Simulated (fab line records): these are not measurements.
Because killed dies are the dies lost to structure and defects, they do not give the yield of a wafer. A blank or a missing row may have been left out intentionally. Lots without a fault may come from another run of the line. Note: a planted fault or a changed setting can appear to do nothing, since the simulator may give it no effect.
Which tool was responsible? ; flow gf180mcu ; Sampling: 11 lots, 33 wafers, 5 of 602 route steps

WHAT THE GAUGES READ, wafer by wafer
GF_M1_CD_MEAS_14: the cd target is 230 nm.
lot;measured;on;cd_nm (nm)
L939;day 17 15:36;cd_sem-02;230.6 230.2 229.6
L940;day 18 04:37;cd_sem-01;231.3 230.3 231.5
L942;day 18 19:23;cd_sem-01;228.9 229.1 229.1
L946;day 20 05:25;cd_sem-02;229.2 229.8 228.7
L947;day 20 21:19;cd_sem-01;230.2 230.5 230.4
L948;day 21 01:40;cd_sem-01;227.9 227.3 226.9
L949;day 21 11:07;cd_sem-02;230.7 229.4 229.9
L952;day 22 09:31;cd_sem-01;240.3 239.3 239.4
L953;day 22 19:58;cd_sem-01;240.9 240.5 239.8
L959;day 24 17:16;cd_sem-02;229.0 228.4 229.6
L961;day 25 11:11;cd_sem-01;230.5 231.0 232.8

EACH LOT AND THE TOOL THAT RAN IT (in order: tool; ch and the chambers of the sampled wafers; start)
lot;GF_CONTACT_ETCH_16;GF_CONTACT_SPUTTER_23;GF_CONTACT_CVD_24;GF_M1_COAT_09
L939;rie_diel-03 ch 0,2, day 16 15:55;pvd_sputter-01, day 16 16:26;cvd_w-02 ch 0,1, day 16 16:29;litho_track-02 ch 0, day 17 04:09
L940;rie_diel-03 ch 2,3, day 17 04:01;pvd_sputter-03, day 17 04:32;cvd_w-01 ch 0,1, day 17 04:34;litho_track-02 ch 0, day 17 16:49
L942;rie_diel-01 ch 2,3, day 17 18:01;pvd_sputter-02, day 17 18:32;cvd_w-02 ch 0,1, day 17 18:36;litho_track-03 ch 0, day 18 07:15
L946;rie_diel-03 ch 0,1,3, day 19 03:39;pvd_sputter-02, day 19 04:10;cvd_w-01 ch 0,1, day 19 04:14;litho_track-03 ch 0, day 19 17:12
L947;rie_diel-02 ch 2,3, day 19 19:27;pvd_sputter-02, day 19 19:59;cvd_w-02 ch 0, day 19 20:02;litho_track-01 ch 0, day 20 09:10
L948;rie_diel-03 ch 1,2,3, day 19 23:49;pvd_sputter-01, day 20 00:20;cvd_w-01 ch 0,1, day 20 00:24;litho_track-03 ch 0, day 20 13:06
L949;rie_diel-02 ch 1,2,3, day 20 09:27;pvd_sputter-02, day 20 09:59;cvd_w-01 ch 0,1, day 20 10:03;litho_track-01 ch 0, day 20 22:53
L952;rie_diel-02 ch 1,2, day 21 09:15;pvd_sputter-02, day 21 09:47;cvd_w-01 ch 1, day 21 09:49;litho_track-03 ch 0, day 21 22:05
L953;rie_diel-03 ch 0,2, day 21 18:50;pvd_sputter-02, day 21 19:22;cvd_w-02 ch 0,1, day 21 19:25;litho_track-03 ch 0, day 22 07:50
L959;rie_diel-01 ch 2,3, day 23 17:51;pvd_sputter-01, day 23 18:22;cvd_w-01 ch 0,1, day 23 18:25;litho_track-01 ch 0, day 24 05:53
L961;rie_diel-03 ch 0,1,2, day 24 12:33;pvd_sputter-02, day 24 13:05;cvd_w-01 ch 0,1, day 24 13:10;litho_track-01 ch 0, day 25 00:25
- GF_CONTACT_ETCH_16: etches BARC in N2/H2.
- GF_CONTACT_SPUTTER_23: material TiN, target thk 10 nm, time 40 s.
- GF_CONTACT_CVD_24: deposits W, target thk 300 nm, time 90.339 s.
- GF_M1_COAT_09: resist thk 1000 nm.

AS READ BY THE TOOLS THEMSELVES (means over the sampled wafers that have a number; for cases with no such wafer, the mark the record gives instead)
GF_CONTACT_ETCH_16.
lot;tool;chamber_pressure_mTorr (mTorr);drypump_motor_current_A (A);oes_product_au (a.u.);throttle_valve_pct (%)
L939;rie_diel-03;30.020;5.0;0.855;13.227
L940;rie_diel-03;30.005;6.0;0.854;13.227
L942;rie_diel-01;30.011;6.3;0.853;13.223
L946;rie_diel-03;29.997;5.8;0.850;13.224
L947;rie_diel-02;30.011;5.8;0.851;13.230
L948;rie_diel-03;30.014;6.1;0.855;13.223
L949;rie_diel-02;30.013;5.5;0.852;13.222
L952;rie_diel-02;29.995;5.1;0.857;13.228
L953;rie_diel-03;29.980;5.3;0.859;13.214
L959;rie_diel-01;29.993;6.3;0.855;13.234
L961;rie_diel-03;30.013;5.6;0.855;13.218

GF_CONTACT_SPUTTER_23.
lot;tool;throttle_valve_pct (%)
L939;pvd_sputter-01;29.8
L940;pvd_sputter-03;29.3
L942;pvd_sputter-02;30.7
L946;pvd_sputter-02;30.5
L947;pvd_sputter-02;30.3
L948;pvd_sputter-01;30.0
L949;pvd_sputter-02;30.0
L952;pvd_sputter-02;30.9
L953;pvd_sputter-02;30.1
L959;pvd_sputter-01;29.6
L961;pvd_sputter-02;30.0

GF_CONTACT_CVD_24.
lot;tool;heater_power_w (W)
L939;cvd_w-02;854
L940;cvd_w-01;925
L942;cvd_w-02;898
L946;cvd_w-01;902
L947;cvd_w-02;923
L948;cvd_w-01;890
L949;cvd_w-01;887
L952;cvd_w-01;845
L953;cvd_w-02;905
L959;cvd_w-01;875
L961;cvd_w-01;891

THE ANSWER, worked out from the rows above alone
Rule: what is usual is taken from the lots themselves. The widest of any qualifying gaps counts: lots, ordered by their means at a reading, are off when they make up no more than a third of the lots, leave a main group of 4 or more, and stand apart from it by 3 or more times the standard deviation of that group's means. If all means in a main group match to the digits the tables above print for the reading, that group is not used. A lot without any number at a reading at which 4 lots or more have one is off too. All remaining lots with rows at the step are treated as sound. First the gauges in route order, then the tools' own readings, where a lot's mean is used as printed above. At the first step where some lot is off, the reading lying furthest off is the one used; lots without a number count as furthest.
Off: L952, L953, at GF_M1_CD_MEAS_14 (cd_nm). Mean 229.7 nm and standard deviation 1.2 in the main group.
If a tool, at a process step before that reading, ran all the lots that are off and no sound lot after the first of them, it fits. The gauges at GF_M1_CD_MEAS_14 are tried like those tools. One candidate fits, namely litho_track-03 at GF_M1_COAT_09. Its last sound lot is L948 (day 20 13:06), its first lot that is off L952 (day 21 22:05): a fault that began between those two fits.

WHAT THE SIMULATOR PUT IN
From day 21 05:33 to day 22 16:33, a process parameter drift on litho_track-03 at GF_M1_COAT_09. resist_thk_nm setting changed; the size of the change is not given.
Shown lots that were struck: L952, L953. This agrees with what the rule above found.
